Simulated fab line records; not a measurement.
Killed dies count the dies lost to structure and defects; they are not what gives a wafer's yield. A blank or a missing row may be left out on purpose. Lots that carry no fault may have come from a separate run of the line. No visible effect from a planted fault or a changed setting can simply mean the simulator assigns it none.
fab line records | flow gf180mcu
record lots=14 | wafers=42 | last_day=34
route steps=602 shown M3@424 V3@442
lots with no fault: from the same line, run without faults
start_h: the number of hours between the record's first day and the start of the first shown wafer of the lot | wait_h: time in hours since the lot's previous step | " the same as in the row above | L1.1+2: a single row standing in for several wafers | - no value present, or no start provided | * or withheld: withheld | < > ~ a bound
route shown NAME@n: NAME is a module with steps in the file, n the number in the route of the first one | usual: the fault-free wafers' mean and standard deviation | same: alike in all rows | chamber/n: place in a boat | sites: the reading at each site | _std_site: how widely they spread, as a standard deviation | _edge_site: outer sites' mean less inner sites' | radius_mm: for every site, how far away it sits from the centre of the wafer | mask NAME#n: copy n | behind: the last tool/chamber to shape the wafer | hold: cause of the lot's hold/its duration in hours/its outcome | device: transistor that didn't switch, given as n, p or np | end of line: tests of these same wafers at the route's end | a step given without rows: its recipe and nothing more | killed: count of dies lost to structure and defects at first sort (not the wafer's yield) | map: a wafer's dies, marking killed ones x, the rest . and places with no die _
set.NAME: setting as actually run; set.NAME@STEP: the setting as run at that earlier step | model.NAME: the simulator's own value behind a step, which no gauge read
steps of the route over a sample of lots; a table a step, a row a wafer
## steps
# step GF_M3_OVL_MEAS_15
# usual M3_OVL=1/7.1
lot.wafer | tool       | chamber | start_h | wait_h | M3_OVL[nm]
L483.2    | overlay-01 | -       | 488.40  | 0.1    | -8
L483.3    | "          | -       | "       | "      | 2
L483.5    | "          | -       | "       | "      | 3
L484.2    | overlay-01 | -       | 504.46  | 0.1    | 1
L484.3    | "          | -       | "       | "      | -1
L484.5    | "          | -       | "       | "      | 9
L485.1    | overlay-02 | -       | 520.70  | 0.1    | -3
L485.2    | "          | -       | "       | "      | -4
L485.6    | "          | -       | "       | "      | -3
L486.1    | overlay-01 | -       | 521.20  | 0.1    | 8
L486.2    | "          | -       | "       | "      | 5
L486.3    | "          | -       | "       | "      | 11
L487.1    | overlay-01 | -       | 538.77  | 0.1    | -9
L487.2    | "          | -       | "       | "      | 0
L487.3    | "          | -       | "       | "      | -1
L488.2    | overlay-02 | -       | 540.21  | 0.1    | 10
L488.3    | "          | -       | "       | "      | 0
L488.6    | "          | -       | "       | "      | 13
L496.3    | overlay-02 | -       | 597.41  | 0.1    | 1
L496.4    | "          | -       | "       | "      | 3
L496.5    | "          | -       | "       | "      | -5
L497.3    | overlay-02 | -       | 609.04  | 0.1    | 4
L497.4    | "          | -       | "       | "      | 5
L497.5    | "          | -       | "       | "      | 4
L498.1    | overlay-01 | -       | 612.73  | 0.1    | -2
L498.2    | "          | -       | "       | "      | 3
L498.3    | "          | -       | "       | "      | 3
L499.3    | overlay-02 | -       | 620.59  | 0.1    | 3
L499.5    | "          | -       | "       | "      | 4
L499.6    | "          | -       | "       | "      | 3
L500.2    | overlay-01 | -       | 628.51  | 0.1    | 10
L500.3    | "          | -       | "       | "      | -1
L500.4    | "          | -       | "       | "      | 13
L501.2    | overlay-01 | -       | 631.08  | 0.1    | 18
L501.5    | "          | -       | "       | "      | -2
L501.6    | "          | -       | "       | "      | 10
L502.2    | overlay-02 | -       | 637.50  | 0.1    | 1
L502.3    | "          | -       | "       | "      | -5
L502.5    | "          | -       | "       | "      | 0
L505.3    | overlay-01 | -       | 659.81  | 0.1    | -13
L505.5    | "          | -       | "       | "      | -10
L505.6    | "          | -       | "       | "      | -10
# step GF_V3_DEVELOP_13
# recipe develop_time_s=60 | resist=KrF | dev_temp_c=21
# usual chill_plate_temp_C=23.02/0.11 | develop_time_s=60/0
lot.wafer | tool           | chamber | start_h | wait_h | chill_plate_temp_C | develop_time_s
L483.2    | litho_track-01 | 0       | 513.24  | 0.2    | 23.08              | 60
L483.3    | "              | 0       | "       | "      | 23.10              | 60
L483.5    | "              | 0       | "       | "      | 23.07              | 60
L484.2    | litho_track-01 | 0       | 528.04  | 0.2    | 23.31              | 60
L484.3    | "              | 0       | "       | "      | 23.16              | 60
L484.5    | "              | 0       | "       | "      | 23.22              | 60
L485.1    | litho_track-04 | 0       | 544.48  | 0.2    | 23.09              | 60
L485.2    | "              | 0       | "       | "      | 23.11              | 60
L485.6    | "              | 0       | "       | "      | 23.01              | 60
L486.1    | litho_track-04 | 0       | 545.13  | 0.2    | 22.88              | 60
L486.2    | "              | 0       | "       | "      | 22.89              | 60
L486.3    | "              | 0       | "       | "      | 22.76              | 60
L487.1    | litho_track-04 | 0       | 562.13  | 0.2    | 23.03              | 60
L487.2    | "              | 0       | "       | "      | 22.97              | 60
L487.3    | "              | 0       | "       | "      | 23.09              | 60
L488.2    | litho_track-02 | 0       | 563.56  | 0.2    | 22.99              | 60
L488.3    | "              | 0       | "       | "      | 23.12              | 60
L488.6    | "              | 0       | "       | "      | 23.09              | 60
L496.3    | litho_track-02 | -       | 619.73  | 0.1    | -                  | -
L496.4    | "              | -       | "       | "      | -                  | -
L496.5    | "              | -       | "       | "      | -                  | -
L497.3    | litho_track-01 | -       | 630.21  | 0.1    | -                  | -
L497.4    | "              | -       | "       | "      | -                  | -
L497.5    | "              | -       | "       | "      | -                  | -
L498.1    | litho_track-04 | 0       | 633.83  | 0.2    | 23.00              | 60
L498.2    | "              | 0       | "       | "      | 23.23              | 60
L498.3    | "              | 0       | "       | "      | 23.09              | 60
L499.3    | litho_track-01 | 0       | 642.21  | 0.1    | 23.06              | 60
L499.5    | "              | 0       | "       | "      | 22.90              | 60
L499.6    | "              | 0       | "       | "      | 22.88              | 60
L500.2    | litho_track-02 | 0       | 650.11  | 0.2    | 23.03              | 60
L500.3    | "              | 0       | "       | "      | 22.86              | 60
L500.4    | "              | 0       | "       | "      | 22.96              | 60
L501.2    | litho_track-04 | 0       | 652.05  | 0.2    | 23.09              | 60
L501.5    | "              | 0       | "       | "      | 23.05              | 60
L501.6    | "              | 0       | "       | "      | 23.17              | 60
L502.2    | litho_track-01 | 0       | 658.59  | 0.2    | 23.10              | 60
L502.3    | "              | 0       | "       | "      | 23.23              | 60
L502.5    | "              | 0       | "       | "      | 23.22              | 60
L505.3    | litho_track-01 | 0       | 680.41  | 0.1    | 23.15              | 60
L505.5    | "              | 0       | "       | "      | 23.10              | 60
L505.6    | "              | 0       | "       | "      | 23.12              | 60
# step GF_V3_CD_MEAS_14
# recipe target_cd_nm=260
# usual cd_nm=260.1/1
lot.wafer | tool      | chamber | start_h | wait_h | cd_nm
L483.2    | cd_sem-02 | -       | 513.38  | 0.1    | 259.4
L483.3    | "         | -       | "       | "      | 261.0
L483.5    | "         | -       | "       | "      | 259.2
L484.2    | cd_sem-02 | -       | 528.18  | 0.1    | 261.0
L484.3    | "         | -       | "       | "      | 260.6
L484.5    | "         | -       | "       | "      | 259.6
L485.1    | cd_sem-02 | -       | 544.63  | 0.1    | 259.6
L485.2    | "         | -       | "       | "      | 258.8
L485.6    | "         | -       | "       | "      | 260.0
L486.1    | cd_sem-02 | -       | 545.28  | 0.1    | 259.8
L486.2    | "         | -       | "       | "      | 258.0
L486.3    | "         | -       | "       | "      | 258.3
L487.1    | cd_sem-02 | -       | 562.28  | 0.1    | 258.1
L487.2    | "         | -       | "       | "      | 258.2
L487.3    | "         | -       | "       | "      | 258.6
L488.2    | cd_sem-01 | -       | 563.70  | 0.1    | 260.2
L488.3    | "         | -       | "       | "      | 260.7
L488.6    | "         | -       | "       | "      | 260.6
L496.3    | cd_sem-01 | -       | 619.87  | 0.1    | -
L496.4    | "         | -       | "       | "      | -
L496.5    | "         | -       | "       | "      | -
L497.3    | cd_sem-01 | -       | 630.35  | 0.1    | -
L497.4    | "         | -       | "       | "      | -
L497.5    | "         | -       | "       | "      | -
L498.1    | cd_sem-02 | -       | 633.98  | 0.1    | 260.1
L498.2    | "         | -       | "       | "      | 259.8
L498.3    | "         | -       | "       | "      | 260.1
L499.3    | cd_sem-02 | -       | 642.35  | 0.1    | 260.9
L499.5    | "         | -       | "       | "      | 259.6
L499.6    | "         | -       | "       | "      | 260.3
L500.2    | cd_sem-01 | -       | 650.25  | 0.1    | 260.1
L500.3    | "         | -       | "       | "      | 261.1
L500.4    | "         | -       | "       | "      | 261.2
L501.2    | cd_sem-01 | -       | 652.20  | 0.1    | 261.9
L501.5    | "         | -       | "       | "      | 260.8
L501.6    | "         | -       | "       | "      | 260.7
L502.2    | cd_sem-01 | -       | 658.73  | 0.1    | 259.9
L502.3    | "         | -       | "       | "      | 261.7
L502.5    | "         | -       | "       | "      | 261.2
L505.3    | cd_sem-02 | -       | 680.55  | 0.1    | 259.1
L505.5    | "         | -       | "       | "      | 259.8
L505.6    | "         | -       | "       | "      | 260.2
## key
first_sign step=GF_V3_DEVELOP_13 | reading=tool_record | direction=missing
effect none on later readings
met_at GF_V3_DEVELOP_13
struck_lots L496,L497
later_rows_left_out L496.3,L496.4,L496.5,L497.3,L497.4,L497.5
sort_left_out L496.3,L496.4,L496.5,L497.3,L497.4,L497.5
not_acting_at GF_M3_OVL_MEAS_15,GF_V3_CD_MEAS_14
onset_between 563.56 619.73
fault kind=skipped_step_whole | tool=litho_track-01,litho_track-02 | chamber=- | onset_h=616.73 | steps=GF_V3_DEVELOP_13 | scope=struck_lots_only
# sort_left_out: the simulated sort isn't trusted on such a fault, so these wafers' sort isn't shown, and their yield isn't known
# later_rows_left_out: the simulator's readings of these wafers behind a module that went badly wrong aren't trusted and aren't shown, but for the sort
